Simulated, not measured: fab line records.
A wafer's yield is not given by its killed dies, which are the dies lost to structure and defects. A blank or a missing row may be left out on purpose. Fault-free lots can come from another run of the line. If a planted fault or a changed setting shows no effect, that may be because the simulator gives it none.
The tool behind it: which one? ; flow sky130 ; 72 wafers from 24 lots sampled at 6 of the route's 708 steps

WHAT THE GAUGES READ, wafer by wafer
SKY_DNWELL_TW_MEAS_09.
lot;measured;on;DNWELL_TW
L074;day 3 06:52;film_metro-04;1102 1099 1097
L075;day 3 08:46;film_metro-04;1103 1111 1105
L076;day 3 16:37;film_metro-04;1102 1095 1096
L077;day 3 20:46;film_metro-01;1119 1123 1116
L078;day 4 02:46;film_metro-04;1110 1112 1104
L079;day 4 07:34;film_metro-04;1108 1106 1104
L080;day 4 18:14;film_metro-02;1109 1104 1110
L081;day 4 23:40;film_metro-01;1116 1117 1122
L082;day 5 02:16;film_metro-02;1122 1123 1119
L083;day 5 12:25;film_metro-02;1108 1104 1105
L084;day 5 12:07;film_metro-01;1107 1107 1111
L085;day 5 20:10;film_metro-01;1114 1113 1116
L086;day 6 01:01;film_metro-01;1109 1113 1113
L087;day 6 02:46;film_metro-04;1100 1106 1103
L088;day 6 09:13;film_metro-04;1104 1098 1102
L089;day 6 16:55;film_metro-01;1120 1115 1122
L090;day 6 19:46;film_metro-04;1104 1104 1106
L091;day 7 00:43;film_metro-02;1107 1109 1109
L092;day 7 04:22;film_metro-02;1110 1102 1104
L093;day 7 10:44;film_metro-01;1128 1118 1123
L094;day 7 15:13;film_metro-02;1096 1108 1104
L095;day 7 21:49;film_metro-02;1102 1097 1101
L096;day 8 02:52;film_metro-02;1110 1103 1107
L097;day 8 07:01;film_metro-02;1093 1105 1100

SKY_SONOS_TUNNEL_CD_MEAS_07: target cd 410 nm.
lot;measured;on;cd_nm (nm)
L074;day 11 13:41;cd_sem-02;407.2 408.0 409.4
L075;day 11 16:34;cd_sem-02;409.6 410.6 411.1
L076;day 12 02:13;cd_sem-02;405.2 406.9 406.9
L077;day 12 08:43;cd_sem-01;404.7 407.1 403.8
L078;day 12 18:59;cd_sem-02;414.1 410.5 411.7
L079;day 13 02:16;cd_sem-01;409.7 411.4 412.3
L080;day 13 18:52;cd_sem-02;411.5 410.1 409.1
L081;day 14 01:16;cd_sem-02;411.0 411.8 410.1
L082;day 14 06:55;cd_sem-02;409.9 408.3 408.6
L083;day 15 00:50;cd_sem-01;408.2 409.7 412.1
L084;day 15 00:11;cd_sem-01;408.3 408.5 408.3
L085;day 15 08:41;cd_sem-02;409.0 409.3 410.5
L086;day 15 15:58;cd_sem-02;407.2 407.0 404.9
L087;day 15 17:31;cd_sem-02;405.4 405.9 406.5
L088;day 16 04:49;cd_sem-02;409.2 408.7 410.9
L089;day 16 15:49;cd_sem-02;409.2 410.1 410.4
L090;day 16 19:20;cd_sem-01;408.0 405.9 408.8
L091;day 17 02:28;cd_sem-01;407.6 407.3 409.0
L092;day 17 09:34;cd_sem-02;411.5 410.5 407.9
L093;day 17 18:45;cd_sem-01;412.2 410.4 413.1
L094;day 17 22:43;cd_sem-02;410.3 409.1 409.6
L095;day 18 10:58;cd_sem-02;408.3 406.9 409.7
L096;day 18 16:11;cd_sem-02;411.1 411.7 410.1
L097;day 18 23:52;cd_sem-01;412.6 415.3 414.5

SKY_GATE_OXIDE_OVL_MEAS_10.
lot;measured;on;GATE_OXIDE_OVL (nm)
L074;day 14 00:23;overlay-02;-1.8 -1.4 -2.6
L075;day 14 05:22;overlay-01;1.3 1.6 2.3
L076;day 14 14:46;overlay-02;-2.4 -2.7 -1.4
L077;day 14 19:29;overlay-02;-0.6 0.3 -1.7
L078;day 15 09:11;overlay-02;-0.5 -0.3 -0.8
L079;day 15 20:22;overlay-02;-2.0 -1.8 -1.8
L080;day 16 09:40;overlay-01;-1.8 -0.3 -1.4
L081;day 16 19:01;overlay-01;-1.2 -0.8 -0.6
L082;day 17 02:04;overlay-01;-0.4 0.8 1.4
L083;day 17 20:07;overlay-02;1.3 0.9 2.4
L084;day 17 19:28;overlay-02;-1.7 -1.3 -1.9
L085;day 18 02:49;overlay-01;-1.8 -0.7 -0.6
L086;day 18 09:22;overlay-02;2.6 0.7 1.2
L087;day 18 09:25;overlay-01;-0.6 -1.3 -0.7
L088;day 18 20:40;overlay-02;-0.6 -0.7 -0.6
L089;day 19 12:25;overlay-02;-2.9 -2.3 -1.4
L090;day 19 16:35;overlay-02;0.5 -0.4 -0.2
L091;day 20 00:25;overlay-02;-2.6 -2.1 -0.4
L092;day 20 06:48;overlay-02;1.7 0.5 1.6
L093;day 20 13:43;overlay-02;1.8 0.1 1.4
L094;day 20 22:17;overlay-02;-0.8 -1.2 -0.3
L095;day 21 07:41;overlay-01;1.2 0.1 -0.9
L096;day 21 14:43;overlay-01;-1.5 1.7 0.9
L097;day 21 21:13;overlay-01;1.0 1.1 1.7

SKY_SD_N_CD_MEAS_07: target cd 380 nm.
lot;measured;on;cd_nm (nm)
L074;day 28 01:55;cd_sem-02;381.0 381.6 381.5
L075;day 28 08:43;cd_sem-01;380.4 381.2 380.7
L076;day 28 16:12;cd_sem-01;382.8 382.8 381.5
L077;day 28 20:42;cd_sem-01;376.5 379.5 379.7
L078;day 29 11:49;cd_sem-02;378.8 378.7 377.3
L079;day 30 00:05;cd_sem-01;380.7 382.6 380.4
L080;day 30 11:58;cd_sem-02;386.0 381.1 382.7
L081;day 30 20:54;cd_sem-02;378.8 378.9 380.0
L082;day 31 04:42;cd_sem-01;381.0 380.1 379.6
L083;day 31 21:25;cd_sem-02;378.0 376.5 376.0
L084;day 31 19:50;cd_sem-01;381.0 380.0 380.2
L085;day 32 01:52;cd_sem-01;379.6 379.2 378.4
L086;day 32 07:04;cd_sem-02;379.5 379.1 377.7
L087;day 32 08:19;cd_sem-02;384.3 382.6 383.4
L088;day 32 12:50;cd_sem-01;386.3 384.3 381.7
L089;day 33 04:27;cd_sem-01;378.8 381.8 381.5
L090;day 33 10:37;cd_sem-01;381.8 382.0 380.0
L091;day 33 16:17;cd_sem-02;383.1 382.0 382.5
L092;day 34 00:34;cd_sem-02;378.6 378.9 380.2
L093;day 34 02:47;cd_sem-01;382.1 379.3 378.8
L094;day 34 07:27;cd_sem-02;378.6 377.8 376.8
L095;day 34 21:55;cd_sem-01;379.1 378.0 380.0
L096;day 34 23:13;cd_sem-02;377.4 378.8 378.9
L097;day 35 07:59;cd_sem-01;380.9 381.8 381.4

TOOL THAT RAN EACH LOT (tool first, then ch and the chambers of the sampled wafers, then the start)
lot;SKY_FIELD_ISO_ETCH_14;SKY_GATE_OXIDE_STRIP_13
L074;rie_diel-02 ch 1,2,3, day 2 07:02;plasma_asher-01 ch 0, day 14 00:41
L075;rie_diel-01 ch 0,1, day 2 10:58;plasma_asher-04 ch 0,1, day 14 05:39
L076;rie_diel-01 ch 0,2,3, day 2 17:38;plasma_asher-04 ch 0,1, day 14 15:03
L077;rie_diel-01 ch 0,1,2, day 2 22:02;plasma_asher-01 ch 0,1, day 14 19:47
L078;rie_diel-03 ch 1,2,3, day 3 04:58;plasma_asher-01 ch 0,1, day 15 09:29
L079;rie_diel-02 ch 1,2,3, day 3 07:20;plasma_asher-02 ch 0,1, day 15 20:39
L080;rie_diel-03 ch 1,2,3, day 3 13:32;plasma_asher-01 ch 0,1, day 16 09:57
L081;rie_diel-02 ch 0,1, day 3 17:08;plasma_asher-01 ch 0,1, day 16 19:18
L082;rie_diel-01 ch 1,2, day 3 22:13;plasma_asher-02 ch 0,1, day 17 02:22
L083;rie_diel-03 ch 2,3, day 4 03:50;plasma_asher-02 ch 0,1, day 17 20:24
L084;rie_diel-03 ch 0,2, day 4 08:02;plasma_asher-01 ch 0,1, day 17 19:44
L085;rie_diel-01 ch 0,1,3, day 4 15:52;plasma_asher-04 ch 0,1, day 18 03:06
L086;rie_diel-03 ch 1,3, day 4 21:26;plasma_asher-04 ch 0,1, day 18 09:39
L087;rie_diel-02 ch 0,3, day 5 00:39;plasma_asher-02 ch 0,1, day 18 09:45
L088;rie_diel-03 ch 0,1,3, day 5 04:41;plasma_asher-04 ch 0,1, day 18 20:58
L089;rie_diel-03 ch 0,1,2, day 5 15:34;plasma_asher-04 ch 0,1, day 19 12:42
L090;rie_diel-02 ch 0,1,3, day 5 17:14;plasma_asher-04 ch 0,1, day 19 16:52
L091;rie_diel-01 ch 1,2,3, day 5 22:44;plasma_asher-04 ch 0, day 20 00:41
L092;rie_diel-01 ch 0,2,3, day 6 02:59;plasma_asher-01 ch 0,1, day 20 07:07
L093;rie_diel-02 ch 0,2,3, day 6 09:14;plasma_asher-02 ch 0,1, day 20 14:02
L094;rie_diel-03 ch 0,1, day 6 12:50;plasma_asher-01 ch 0,1, day 20 22:35
L095;rie_diel-03 ch 0,1, day 6 18:59;plasma_asher-04 ch 0,1, day 21 07:59
L096;rie_diel-02 ch 0,1,3, day 6 23:29;plasma_asher-04 ch 0,1, day 21 15:00
L097;rie_diel-03 ch 0,1,2, day 7 03:41;plasma_asher-02 ch 0,1, day 21 21:30
- SKY_FIELD_ISO_ETCH_14: etches BARC in N2/H2, stops on SiO2, time 45.9 s, target depth 60 nm.
- SKY_GATE_OXIDE_STRIP_13: strips in O2/N2.

AS READ BY THE TOOLS THEMSELVES (means over the sampled wafers that have a number; for cases with no such wafer, the mark the record gives instead)
SKY_FIELD_ISO_ETCH_14.
lot;tool;drypump_motor_current_A (A);oes_product_au (a.u.);throttle_valve_pct (%)
L074;rie_diel-02;5.9;0.850;13.218
L075;rie_diel-01;5.9;0.858;13.216
L076;rie_diel-01;5.8;0.854;13.231
L077;rie_diel-01;5.8;0.855;13.219
L078;rie_diel-03;5.9;0.858;13.223
L079;rie_diel-02;5.9;0.858;13.224
L080;rie_diel-03;5.9;0.852;13.223
L081;rie_diel-02;5.7;0.859;13.220
L082;rie_diel-01;6.2;0.859;13.222
L083;rie_diel-03;6.2;0.860;13.219
L084;rie_diel-03;5.8;0.853;13.229
L085;rie_diel-01;5.8;0.848;13.220
L086;rie_diel-03;5.7;0.854;13.220
L087;rie_diel-02;6.0;0.852;13.217
L088;rie_diel-03;5.7;0.855;13.222
L089;rie_diel-03;5.8;0.853;13.221
L090;rie_diel-02;6.0;0.854;13.229
L091;rie_diel-01;6.1;0.853;13.236
L092;rie_diel-01;5.8;0.853;13.230
L093;rie_diel-02;5.9;0.854;13.229
L094;rie_diel-03;5.6;0.855;13.211
L095;rie_diel-03;5.6;0.852;13.229
L096;rie_diel-02;6.0;0.854;13.227
L097;rie_diel-03;5.8;0.861;13.225

SKY_GATE_OXIDE_STRIP_13.
lot;tool;drypump_motor_current_A (A);oes_product_au (a.u.);strip_time_to_endpoint_s (s)
L074;plasma_asher-01;5.92;0.716;14.18
L075;plasma_asher-04;6.10;0.715;14.20
L076;plasma_asher-04;6.10;0.716;14.14
L077;plasma_asher-01;5.76;0.715;14.18
L078;plasma_asher-01;5.85;0.718;14.19
L079;plasma_asher-02;5.89;0.716;14.19
L080;plasma_asher-01;5.85;0.713;14.24
L081;plasma_asher-01;5.76;0.718;14.19
L082;plasma_asher-02;5.92;0.714;14.10
L083;plasma_asher-02;5.92;0.719;14.20
L084;plasma_asher-01;5.84;0.715;14.18
L085;plasma_asher-04;6.29;0.717;14.23
L086;plasma_asher-04;6.27;0.718;14.16
L087;plasma_asher-02;6.09;0.716;14.18
L088;plasma_asher-04;6.11;0.715;14.15
L089;plasma_asher-04;6.11;0.713;14.20
L090;plasma_asher-04;6.28;0.713;14.21
L091;plasma_asher-04;5.94;0.710;14.12
L092;plasma_asher-01;5.84;0.715;14.13
L093;plasma_asher-02;5.91;0.721;14.19
L094;plasma_asher-01;5.85;0.711;14.15
L095;plasma_asher-04;6.09;0.714;14.16
L096;plasma_asher-04;6.28;0.718;14.16
L097;plasma_asher-02;6.08;0.714;14.16

THE ANSWER, worked out from the rows above alone
Rule: usual is defined by the lots themselves. The widest of any qualifying gaps counts: lots, ordered by their means at a reading, are off when they make up no more than a third of the lots, leave a main group of 4 or more, and stand apart from it by 3 or more times the standard deviation of that group's means. The tables above print the reading to a certain number of digits; a main group whose means all agree to those digits is not used. Also off: a lot with no number at a reading for which 4 or more lots have one. Where the step has rows for the other lots, those lots are counted as sound. After the gauges, taken in route order, come the tools' own readings; for these a lot's mean is taken, as printed above. At the first step where some lot is off, the reading lying furthest off is the one used; lots without a number count as furthest.
Across all readings shown, no lot is off: no conclusion can be drawn from this.

WHAT HAD BEEN PUT IN BY THE SIMULATOR
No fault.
